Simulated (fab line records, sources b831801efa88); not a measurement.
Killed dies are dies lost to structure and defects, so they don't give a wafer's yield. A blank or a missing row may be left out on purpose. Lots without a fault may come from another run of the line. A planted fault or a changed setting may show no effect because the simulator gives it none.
Which tool did it? | flow sky130 | 13 lots, 39 wafers sampled, at 4 steps of a route of 708

WHAT THE GAUGES READ, wafer by wafer
SKY_FIELD_ISO_THK_MEAS_23. Usual: FIELD_ISO_OXIDATION_01_THK 9.93 nm, standard deviation 0.15.
lot  | measured    | on            | FIELD_ISO_OXIDATION_01_THK (nm) | flag
L853 | day 2 10:41 | film_metro-04 | 9.82 9.84 9.85                  |
L854 | day 2 15:35 | film_metro-03 | 9.90 9.81 10.04                 |
L856 | day 3 00:40 | film_metro-03 | 9.96 10.18 9.99                 |
L860 | day 3 22:20 | film_metro-03 | 9.94 9.89 9.85                  |
L861 | day 4 01:55 | film_metro-04 | 9.87 9.95 9.90                  |
L862 | day 4 05:57 | film_metro-03 | 9.76 9.76 9.87                  |
L863 | day 4 09:56 | film_metro-03 | 9.81 9.89 9.87                  |
L866 | day 5 04:13 | film_metro-01 | 10.01 10.02 10.00               |
L867 | day 5 09:56 | film_metro-01 | 9.79 10.10 10.07                |
L868 | day 5 14:02 | film_metro-01 | 10.14 10.13 10.23               |
L869 | day 5 19:15 | film_metro-01 | 9.99 9.78 9.83                  |
L874 | day 6 23:56 | film_metro-03 | 9.71 9.95 9.99                  |
L875 | day 7 07:03 | film_metro-03 | 9.78 9.70 9.93                  |

SKY_SONOS_ONO_OVL_MEAS_14. Usual: SONOS_ONO_OVL -0.1 nm, standard deviation 1.4.
lot  | measured     | on         | SONOS_ONO_OVL (nm) | flag
L853 | day 12 19:22 | overlay-02 | -0.4 -0.8 -1.0     |
L854 | day 13 01:25 | overlay-01 | -0.7 -2.0 -0.3     |
L856 | day 13 16:42 | overlay-01 | -1.8 -3.1 -2.3     |
L860 | day 14 19:01 | overlay-01 | -1.3 1.4 -0.1      |
L861 | day 15 16:19 | overlay-02 | 1.4 0.1 0.8        |
L862 | day 15 21:03 | overlay-01 | -0.7 -0.8 -1.1     |
L863 | day 15 22:10 | overlay-01 | 1.3 2.3 0.3        |
L866 | day 17 01:16 | overlay-02 | -0.4 -0.2 1.3      |
L867 | day 17 08:33 | overlay-01 | 0.0 -0.7 0.4       |
L868 | day 17 10:16 | overlay-01 | -1.1 0.2 0.3       |
L869 | day 18 08:40 | overlay-02 | -2.2 0.5 0.8       |
L874 | day 20 14:09 | overlay-01 | -0.5 0.4 -0.1      |
L875 | day 20 20:04 | overlay-01 | -0.4 -1.2 -0.8     |

SKY_SD_N_CD_MEAS_07: target cd 380 nm. Usual: cd_nm 379.1 nm, standard deviation 2.2.
lot  | measured     | on        | cd_nm (nm)        | flag
L853 | day 27 21:54 | cd_sem-01 | 378.1 379.2 380.0 |
L854 | day 28 08:08 | cd_sem-02 | 375.1 374.5 374.9 |
L856 | day 29 00:50 | cd_sem-02 | 380.7 380.0 381.3 |
L860 | day 30 08:34 | cd_sem-02 | 379.1 380.6 380.6 |
L861 | day 31 04:58 | cd_sem-02 | 381.1 378.4 383.1 |
L862 | day 31 08:56 | cd_sem-02 | 377.9 376.9 379.1 |
L863 | day 31 07:25 | cd_sem-01 | 378.8 379.4 378.6 |
L866 | day 32 10:28 | cd_sem-02 | 379.5 377.6 383.1 |
L867 | day 32 17:23 | cd_sem-01 | 378.3 376.5 378.4 |
L868 | day 32 19:36 | cd_sem-02 | 375.2 375.9 374.9 |
L869 | day 33 13:59 | cd_sem-02 | 382.6 380.0 382.0 |
L874 | day 35 09:44 | cd_sem-01 | 377.5 377.9 376.1 |
L875 | day 35 16:36 | cd_sem-02 | 379.5 378.0 378.7 |

WHICH TOOL RAN EACH LOT (tool, then ch and the chambers of the sampled wafers, then the start)
lot  | SKY_POLY_GATE_STRIP_18
L853 | plasma_asher-01 ch 0,1, day 16 10:31
L854 | plasma_asher-01 ch 0,1, day 16 17:46
L856 | plasma_asher-04 ch 0,1, day 17 12:04
L860 | plasma_asher-04 ch 0,1, day 18 20:50
L861 | plasma_asher-03 ch 0,1, day 19 21:37
L862 | plasma_asher-04 ch 0,1, day 20 03:13
L863 | plasma_asher-03 ch 0,1, day 19 23:31
L866 | plasma_asher-04 ch 0,1, day 21 06:47
L867 | plasma_asher-04 ch 0,1, day 21 12:55
L868 | plasma_asher-04 ch 0,1, day 21 15:58
L869 | plasma_asher-04 ch 0,1, day 22 12:37
L874 | plasma_asher-03 ch 0,1, day 24 15:13
L875 | plasma_asher-04 ch 0,1, day 24 22:13
- SKY_POLY_GATE_STRIP_18: strips in O2/N2.

WHAT THE TOOLS THEMSELVES READ (means of the sampled wafers that have a number; where no wafer has one, the mark that the record gives instead)
SKY_POLY_GATE_STRIP_18. Usual: chamber_pressure_mTorr 1500.0 mTorr, standard deviation 1.4; drypump_motor_current_A 5.79 A, standard deviation 0.26; oes_product_au 0.361 a.u., standard deviation 0.0047; strip_time_to_endpoint_s 3.162 s, standard deviation 0.027.
lot  | tool            | chamber_pressure_mTorr (mTorr) | drypump_motor_current_A (A) | oes_product_au (a.u.) | strip_time_to_endpoint_s (s) | flag
L853 | plasma_asher-01 | 1500.4                         | 5.68                        | 0.363                 | 3.189                        |
L854 | plasma_asher-01 | 1499.8                         | 5.77                        | 0.360                 | 3.181                        |
L856 | plasma_asher-04 | 1500.8                         | 5.92                        | 0.357                 | 3.143                        |
L860 | plasma_asher-04 | -                              | -                           | -                     | -                            | OFF
L861 | plasma_asher-03 | -                              | -                           | -                     | -                            | OFF
L862 | plasma_asher-04 | 1499.9                         | 5.92                        | 0.362                 | 3.169                        |
L863 | plasma_asher-03 | -                              | -                           | -                     | -                            | OFF
L866 | plasma_asher-04 | 1498.8                         | 5.92                        | 0.361                 | 3.141                        |
L867 | plasma_asher-04 | 1500.5                         | 5.74                        | 0.360                 | 3.148                        |
L868 | plasma_asher-04 | 1502.0                         | 5.74                        | 0.364                 | 3.129                        |
L869 | plasma_asher-04 | 1499.3                         | 5.93                        | 0.359                 | 3.174                        |
L874 | plasma_asher-03 | 1499.6                         | 5.65                        | 0.363                 | 3.166                        |
L875 | plasma_asher-04 | 1499.5                         | 5.75                        | 0.359                 | 3.159                        |

THE ANSWER, worked out from the rows above alone
Rule: a lot is off if the mean of its wafers that have a number lies more than 3 standard deviations from the usual mean. A lot without any number at a reading at which 4 lots or more have one is off too. The other lots that the step has rows for count as sound. The gauges are gone through in route order, then the tools' own readings, and for those a lot's mean is taken as printed above. The first step at which some lot is off is used, and at that step the reading that is off furthest; a lot without a number counts as furthest.
Off: L860, L861, L863, at SKY_POLY_GATE_STRIP_18 (chamber_pressure_mTorr). Without a number there: L860, L861, L863.
A tool fits if, at that step or a process step before it, it ran every lot that is off, and no sound lot after the first of them. None of those tried fits.

WHAT THE SIMULATOR HAD PUT IN
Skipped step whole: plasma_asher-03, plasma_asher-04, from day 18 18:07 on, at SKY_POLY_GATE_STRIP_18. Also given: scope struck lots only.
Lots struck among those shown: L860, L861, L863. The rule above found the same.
